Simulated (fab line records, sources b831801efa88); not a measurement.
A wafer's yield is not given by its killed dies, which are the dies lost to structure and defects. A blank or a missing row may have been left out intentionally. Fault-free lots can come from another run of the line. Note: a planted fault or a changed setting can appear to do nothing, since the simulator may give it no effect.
Struck lot and sound lot, side by side	flow sky130	32 steps out of a route of 708
Sound: these wafers, L645.1, L645.4, L645.5. Wafers L656.1, L656.5, L656.6 were the ones struck. At the end, the cause is stated.
Order at every step that has rows: each side's tool, ch and its chambers, its first start. Under that, the readings that differ: sound wafers	struck wafers	difference of the means	sigmas: that difference in standard deviations of wafers without a fault.
alike: readings whose means differ by less than 2 such deviations, and words and numbers that are the same on both sides. not compared: withheld readings, readings that some wafer has no value for, bounds like >300 that may hide the same value, and numbers for which the record gives no deviation and whose values overlap.
Wherever a step has rows on one side only, a row that says differs or no value, or a row with sigmas, the two part there. Numbers that have no deviation but don't overlap get no sigmas and don't part them. A reading that every wafer of one side lacks parts them only if that side has two wafers or more.

SKY_CONTACT_ETCH_18: etches Si3N4 in CHF3/O2, stops on TiN, time 39 s, target depth 75 nm.
  sound: rie diel-04 ch 2,3; struck: rie diel-02 ch 0,1,3
  alike: drypump motor current A, oes product au, throttle valve pct
  not compared: rf hours counter h
then, 5 steps without rows for these wafers: SKY_CONTACT_STRIP_19 (strips in O2/N2); SKY_CONTACT_STRIP_20 (strips in post etch residue remover, time 1200 s); SKY_CONTACT_CLEAN_21 (cleans in IPA, time 180 s); SKY_CONTACT_CLEAN_22 (cleans in O3/DIW); SKY_CONTACT_SPUTTER_23 (material TiN, target thk 20 nm, time 80 s).
SKY_CONTACT_CVD_24: deposits W, target thk 340 nm, time 102.12 s.
  sound on cvd w-01 ch 0,1, day 32 01:56; struck on cvd w-01 ch 0,1, day 36 07:20
  alike: heater power w
SKY_CONTACT_RS_MEAS_25: uses a four-point probe to measure.
  struck on film metro-03, day 36 07:26; sound on film metro-01, day 32 02:03
  alike: CONTACT_W_RS
SKY_CONTACT_THK_MEAS_26: measures by xrf.
  struck on film metro-03, day 36 07:34; sound on film metro-01, day 32 02:10
  alike: CONTACT_W_THK
then, 2 steps without rows for these wafers: SKY_CONTACT_CMP_27 (polishes, stops on SiO2, t overpolish 15 s, target thk 0 nm); SKY_METAL1_SPUTTER_00 (material Ti, target thk 15 nm, time 10 s).
SKY_METAL1_SPUTTER_01: material TiN, target thk 20 nm, time 16.7 s.
  struck on pvd sputter-01, day 36 07:56; sound on pvd sputter-01, day 32 02:33
  alike: throttle valve pct
SKY_METAL1_SPUTTER_02: material AlCu, target thk 250 nm, time 13.3 s.
  struck on pvd sputter-01, day 36 07:58; sound on pvd sputter-01, day 32 02:35
reading	sound	struck	difference	sigmas
model.AlCu_of_METAL1_SPUTTER_02.thk nm (nm)	248.9 249.5 248.3	200.8 199.7 200	-48.7	
  alike: throttle valve pct
SKY_METAL1_SPUTTER_03: material Ti, target thk 5 nm, time 3.3 s.
  struck on pvd sputter-01, day 36 07:59; sound on pvd sputter-01, day 32 02:36
  alike: throttle valve pct
then, 1 step without rows for these wafers: SKY_METAL1_SPUTTER_04 (material TiN, target thk 70 nm, time 58.3 s).
SKY_METAL1_RS_MEAS_05: uses a four-point probe to measure.
  struck on film metro-02, day 36 08:04; sound on film metro-02, day 32 02:40
reading	sound	struck	difference	sigmas
METAL1_ALCU_RS (ohm/sq)	0.1274 0.1275 0.1279	0.1597 0.1602 0.1595	+0.0322	+18
SKY_METAL1_THK_MEAS_06: measures by xrf.
  struck on film metro-02, day 36 08:11; sound on film metro-02, day 32 02:47
reading	sound	struck	difference	sigmas
METAL1_ALCU_THK (nm)	251 252 250	205 203 204	-47	-12
then, 8 steps without rows for these wafers: SKY_METAL1_DEHYDRATE_07 (time 60 s); SKY_METAL1_HMDS_08 (prime time 60 s); SKY_METAL1_COAT_09 (resist thk 60 nm); SKY_METAL1_COAT_10 (resist thk 450 nm); SKY_METAL1_SOFTBAKE_11 (time 90 s); SKY_METAL1_EXPOSE_12 (exposes mask MM1, target cd 140 nm); SKY_METAL1_PEB_13; SKY_METAL1_DEVELOP_14 (develop time 60 s).
SKY_METAL1_CD_MEAS_15 targets a cd of 140 nm.
  struck on cd sem-01, day 37 09:40; sound on cd sem-02, day 33 06:07
  alike: cd nm
SKY_METAL1_OVL_MEAS_16:
  struck on overlay-02, day 37 09:47; sound on overlay-01, day 33 06:14
  alike: METAL1_OVL
then, 1 step without rows for these wafers: SKY_METAL1_DESCUM_17 (chemistry O2, time 8 s).
SKY_METAL1_ETCH_18: etches BARC in N2/H2, stops on SiO2, time 45.9 s, target depth 60 nm.
  sound on rie metal-04 ch 1, day 33 06:18; struck on rie metal-03 ch 0,1, day 37 09:51
  alike: drypump motor current A, h2 flow sccm, oes product au, throttle valve pct
  not compared: rf hours counter h
SKY_METAL1_METAL_ETCH_19: etches the open film in Cl2/BCl3, stops on SiO2, target depth 360 nm, time 78 s.
  sound on rie metal-04 ch 1, day 33 06:22; struck on rie metal-03 ch 0,1, day 37 09:55
reading	sound	struck	difference	sigmas
oes product au (a.u.)	0.857 0.852 0.852	0.810 0.817 0.815	-0.040	-7
  alike: drypump motor current A, throttle valve pct
  not compared: rf hours counter h
then, 1 step without rows for these wafers: SKY_METAL1_STRIP_20 (strips in O2/N2).
-- the record jumps here: 12 days lie between the struck wafers' starts before and after (it left off in module METAL1 and takes up again in module PAD_OPEN, whose first step shown is number 708 of the route) --
SKY_PAD_OPEN_PROBE_99:
  struck on prober-02, day 49 04:17; sound on prober-01, day 46 02:47
reading	sound	struck	difference	sigmas
model.etest.met1.line ohm um	0.959 0.9427 0.9293	1.16 1.132 1.173	+0.21	
model.etest.met1.rs ohm sq	0.1291 0.1292 0.1288	0.1607 0.1616 0.1619	+0.0324	
  alike: defect limited yield, killed_at_M0_to_M3, killed_at_M4_up, killed at contacts, killed at front end, killed at other, killed dies, killed open, killed short, sort_bin_3_pad_short, sort_bin_5_function, sort_bin_6_memory, sort n pass, sort yield pct

## WHERE THEY PART
At SKY_METAL1_RS_MEAS_05 first; at SKY_METAL1_METAL_ETCH_19 last (within this record only). Later steps at which nothing parts them and some readings are alike: SKY_PAD_OPEN_PROBE_99.

WHY: the cause the simulator had injected
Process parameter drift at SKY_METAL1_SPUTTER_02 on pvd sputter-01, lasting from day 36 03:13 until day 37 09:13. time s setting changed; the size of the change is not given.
